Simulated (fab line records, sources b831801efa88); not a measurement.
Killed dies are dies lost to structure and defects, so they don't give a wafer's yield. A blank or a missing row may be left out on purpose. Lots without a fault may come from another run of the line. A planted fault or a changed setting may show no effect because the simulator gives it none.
A struck lot beside a sound one | flow sky130 | 34 steps out of a route of 708
Sound: wafers L258.2, L258.3, L258.6. Struck: wafers L265.3, L265.4, L265.6. The cause comes at the end.
At each step with rows: each side's tool, then ch and its chambers, then its first start. Under that, the readings that differ: sound wafers | struck wafers | difference of the means | sigmas: that difference in standard deviations of wafers without a fault.
alike: readings whose means differ by less than 2 such deviations, and words and numbers that are the same on both sides. not compared: withheld readings, readings that some wafer has no value for, bounds like >300 that may hide the same value, and numbers for which the record gives no deviation and whose values overlap.
The two part at a step that has a row with sigmas, a row that says differs or no value, or rows on one side only. Numbers that don't overlap but have no deviation are shown without sigmas and don't part them. A reading that every wafer of one side lacks parts them only if that side has two wafers or more.

first, 5 steps without rows for these wafers: SKY_LDD_P_COAT_02 (resist thk 1140 nm); SKY_LDD_P_SOFTBAKE_03 (time 60 s); SKY_LDD_P_EXPOSE_04 (exposes mask PSDM, target cd 380 nm); SKY_LDD_P_PEB_05; SKY_LDD_P_DEVELOP_06 (develop time 60 s).
SKY_LDD_P_CD_MEAS_07: target cd 380 nm.
  sound on cd_sem-02, day 21 18:52; struck on cd_sem-02, day 24 08:15
  alike: cd_nm
SKY_LDD_P_OVL_MEAS_08:
  sound on overlay-01, day 21 18:58; struck on overlay-02, day 24 08:20
  alike: LDD_P_OVL
then, 1 step without rows for these wafers: SKY_LDD_P_IMPLANT_09.
SKY_LDD_P_STRIP_10: strips in O2/N2.
  sound on plasma_asher-02 ch 1, day 21 19:09; struck on plasma_asher-03 ch 0,1, day 24 08:33
  alike: drypump_motor_current_A, oes_product_au, strip_time_to_endpoint_s
  not compared: rf_hours_counter_h
SKY_LDD_P_TW_MEAS_11:
  sound on film_metro-03, day 21 19:16; struck on film_metro-01, day 24 08:38
  alike: LDD_P_TW
then, 2 steps without rows for these wafers: SKY_LDD_HVN_DEHYDRATE_00 (time 60 s); SKY_LDD_HVN_HMDS_01 (prime time 60 s).
SKY_LDD_HVN_COAT_02: resist thk 300 nm.
  sound on litho_track-04 ch 0, day 22 10:22; struck on litho_track-04 ch 0, day 24 23:08
  reading                                      | sound             | struck            | difference | sigmas
  model.NOVOLAK_of_LDD_HVN_COAT_02.thk_nm (nm) | 299.6 299.5 300.1 | 174.2 173.9 173.8 | -125.8     |
then, 3 steps without rows for these wafers: SKY_LDD_HVN_SOFTBAKE_03 (time 60 s); SKY_LDD_HVN_EXPOSE_04 (exposes mask HVNTM, target cd 700 nm); SKY_LDD_HVN_PEB_05.
SKY_LDD_HVN_DEVELOP_06: develop time 60 s.
  sound on litho_track-04 ch 0, day 23 01:22; struck on litho_track-03 ch 0, day 25 13:26
  reading                                      | sound             | struck            | difference | sigmas
  model.NOVOLAK_of_LDD_HVN_COAT_02.thk_nm (nm) | 299.1 299.1 299.7 | 173.7 173.5 173.4 | -125.8     |
  alike: developer_temp_C
SKY_LDD_HVN_OVL_MEAS_07:
  sound on overlay-01, day 23 01:29; struck on overlay-02, day 25 13:33
  alike: LDD_HVN_OVL
then, 1 step without rows for these wafers: SKY_LDD_HVN_IMPLANT_08.
SKY_LDD_HVN_STRIP_09: strips in O2/N2.
  sound on plasma_asher-01 ch 0,1, day 23 01:40; struck on plasma_asher-01 ch 0,1, day 25 13:49
  reading                      | sound             | struck            | difference | sigmas
  oes_product_au (a.u.)        | 0.414 0.412 0.421 | 0.347 0.341 0.333 | -0.075     | -17
  strip_time_to_endpoint_s (s) | 4.118 4.128 4.133 | 2.456 2.452 2.463 | -1.669     | -99 or more
  alike: drypump_motor_current_A
  not compared: rf_hours_counter_h
SKY_LDD_HVN_TW_MEAS_10:
  sound on film_metro-03, day 23 01:47; struck on film_metro-04, day 25 13:53
  reading    | sound          | struck         | difference | sigmas
  LDD_HVN_TW | 1431 1428 1422 | 1455 1455 1447 | +25        | +3
then, 7 steps without rows for these wafers: SKY_LDD_HVP_DEHYDRATE_00 (time 60 s); SKY_LDD_HVP_HMDS_01 (prime time 60 s); SKY_LDD_HVP_COAT_02 (resist thk 300 nm); SKY_LDD_HVP_SOFTBAKE_03 (time 60 s); SKY_LDD_HVP_EXPOSE_04 (exposes mask HVPTM, target cd 700 nm); SKY_LDD_HVP_PEB_05; SKY_LDD_HVP_DEVELOP_06 (develop time 60 s).
SKY_LDD_HVP_OVL_MEAS_07:
  sound on overlay-02, day 24 07:54; struck on overlay-02, day 26 19:34
  alike: LDD_HVP_OVL
then, 1 step without rows for these wafers: SKY_LDD_HVP_IMPLANT_08.
SKY_LDD_HVP_STRIP_09: strips in O2/N2.
  sound on plasma_asher-01 ch 0, day 24 08:05; struck on plasma_asher-04 ch 0,1, day 26 19:46
  alike: drypump_motor_current_A, oes_product_au, strip_time_to_endpoint_s
  not compared: rf_hours_counter_h
SKY_LDD_HVP_TW_MEAS_10:
  sound on film_metro-03, day 24 08:11; struck on film_metro-04, day 26 19:52
  reading    | sound             | struck            | difference | sigmas
  LDD_HVP_TW | 454.9 454.0 455.2 | 469.2 468.4 468.4 | +14.0      | +5
then, 1 step without rows for these wafers: SKY_LDD_LDN_DEHYDRATE_00 (time 60 s).
-- the record jumps here: 22 days lie between the struck wafers' starts before and after (it left off in module LDD_LDN and takes up again in module PAD_OPEN, whose first step shown is number 708 of the route) --
SKY_PAD_OPEN_PROBE_99:
  sound on prober-02, day 47 19:58; struck on prober-01, day 49 05:55
  reading                     | sound          | struck         | difference | sigmas
  model.etest.tip_p.rs_ohm_sq | 6856 6920 6923 | 7088 7054 7080 | +174       |
  alike: killed_at_M0_to_M3, killed_at_M4_up, killed_at_contacts, killed_at_front_end, killed_at_other, killed_dies, killed_open, killed_short

WHERE THEY PART
First at SKY_LDD_HVN_STRIP_09; last, within this record, at SKY_LDD_HVP_TW_MEAS_10. Later steps at which nothing parts them and some readings are alike: SKY_PAD_OPEN_PROBE_99.

WHY: what the simulator had put in
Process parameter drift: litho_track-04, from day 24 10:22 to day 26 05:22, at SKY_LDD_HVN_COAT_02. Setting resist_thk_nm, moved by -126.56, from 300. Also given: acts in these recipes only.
